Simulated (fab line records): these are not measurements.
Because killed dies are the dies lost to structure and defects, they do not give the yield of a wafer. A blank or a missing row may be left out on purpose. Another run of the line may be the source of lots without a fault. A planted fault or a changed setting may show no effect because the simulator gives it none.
A struck lot beside a sound one / flow sky130 / 20 out of 708 route steps
Sound: wafers L846.3, L846.4, L846.5. Wafers L860.1, L860.3, L860.4 were the ones struck. The cause is given at the end.
Per side, at each step with rows, come the tool, then ch with its chambers, and then its first start. Under that, the readings that differ: sound wafers / struck wafers / difference of the means / sigmas: that difference in standard deviations of wafers without a fault.
alike: same words and numbers on both sides, and readings whose means sit less than 2 such deviations apart. not compared: any withheld reading, any reading some wafer has no value for, any bound like >300 that may hide the same value, and any number with overlapping values for which the record gives no deviation.
A row with sigmas, a row that says differs or no value, or rows on one side alone: a step with any of these is where the two part. Non-overlapping numbers with no deviation appear without sigmas and do not part them. A reading that every wafer of one side lacks parts them only if that side has two wafers or more.

first, 6 steps without rows for these wafers: SKY_VT_ADJUST_PCH_HMDS_01 (prime time 60 s); SKY_VT_ADJUST_PCH_COAT_02 (resist thk 3000 nm); SKY_VT_ADJUST_PCH_SOFTBAKE_03; SKY_VT_ADJUST_PCH_EXPOSE_04 (exposes mask NWM, target cd 840 nm); SKY_VT_ADJUST_PCH_PEB_05; SKY_VT_ADJUST_PCH_DEVELOP_06 (develop time 60 s).
SKY_VT_ADJUST_PCH_OVL_MEAS_07:
  sound on overlay-01 at day 12 20:09; struck on overlay-01 at day 16 07:56
  alike: VT_ADJUST_PCH_OVL
next, for these wafers, 1 step has no rows: SKY_VT_ADJUST_PCH_IMPLANT_08.
SKY_VT_ADJUST_PCH_STRIP_09: strips in O2/N2.
  sound on plasmaAsher-01 ch 0,1, day 12 20:22; struck on plasmaAsher-01 ch 0,1, day 16 08:07
  alike: drypumpMotorCurrentA, oesProductAu, stripTimeToEndpointS
  not compared: rfHoursCounterH
SKY_VT_ADJUST_PCH_TW_MEAS_10:
  sound on filmMetro-03 at day 12 20:27; struck on filmMetro-02 at day 16 08:13
  alike: VT_ADJUST_PCH_TW
then, 2 steps without rows for these wafers: SKY_SONOS_TUNNEL_DEHYDRATE_00 (time 60 s); SKY_SONOS_TUNNEL_HMDS_01 (prime time 60 s).
SKY_SONOS_TUNNEL_COAT_02: resist thk 1140 nm.
  sound on lithoTrack-02 ch 0, day 13 07:19; struck on lithoTrack-01 ch 0, day 16 21:35
reading=spinSpeedRpm (rpm); sound=3001.1 3001.0 2999.8; struck=3356.5 3356.5 3354.5; difference=+355.2; sigmas=+99 or more
reading=model.NOVOLAK_of_SONOS_TUNNEL_COAT_02.thkNm (nm); sound=1137 1139 1136; struck=1079 1075 1080; difference=-59; sigmas=
then, 3 steps without rows for these wafers: SKY_SONOS_TUNNEL_SOFTBAKE_03 (time 60 s); SKY_SONOS_TUNNEL_EXPOSE_04 (exposes mask TUNM, target cd 410 nm); SKY_SONOS_TUNNEL_PEB_05.
SKY_SONOS_TUNNEL_DEVELOP_06: develop time 60 s.
  sound on lithoTrack-02 ch 0, day 13 20:25; struck on lithoTrack-03 ch 0, day 17 11:38
reading=model.NOVOLAK_of_SONOS_TUNNEL_COAT_02.thkNm (nm); sound=1137 1138 1135; struck=1078 1075 1079; difference=-59; sigmas=
SKY_SONOS_TUNNEL_CD_MEAS_07: target cd 410 nm.
  sound on cdSem-02 at day 13 20:34; struck on cdSem-01 at day 17 11:47
reading=cdNm (nm); sound=409.6 411.9 410.4; struck=419.0 419.1 420.4; difference=+8.9; sigmas=+5
SKY_SONOS_TUNNEL_OVL_MEAS_08:
  sound on overlay-02 at day 13 20:39; struck on overlay-01 at day 17 11:55
reading=SONOS_TUNNEL_OVL (nm); sound=1.8 3.1 1.7; struck=0.8 -0.8 -1.4; difference=-2.7; sigmas=-2
-- here the record skips 33 days between the struck wafers' starts before and after, leaving off in module SONOS_TUNNEL and picking up in module PAD_OPEN (first step shown: number 708 of the route) --
SKY_PAD_OPEN_PROBE_99:
  sound on prober-02 at day 48 02:29; struck on prober-02 at day 50 17:58
  alike: killed_at_M0_to_M3, killed_at_M4_up, killedAtContacts, killedAtFrontEnd, killedAtOther, killedDies, killedOpen, killedShort

WHERE THEY PART
Last at SKY_SONOS_TUNNEL_OVL_MEAS_08 as far as this record goes, first at SKY_SONOS_TUNNEL_COAT_02. Later steps at which nothing parts them and some readings are alike: SKY_PAD_OPEN_PROBE_99.

WHY: what the simulator had put in
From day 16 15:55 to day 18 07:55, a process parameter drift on lithoTrack-01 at SKY_SONOS_TUNNEL_COAT_02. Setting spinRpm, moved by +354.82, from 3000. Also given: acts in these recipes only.
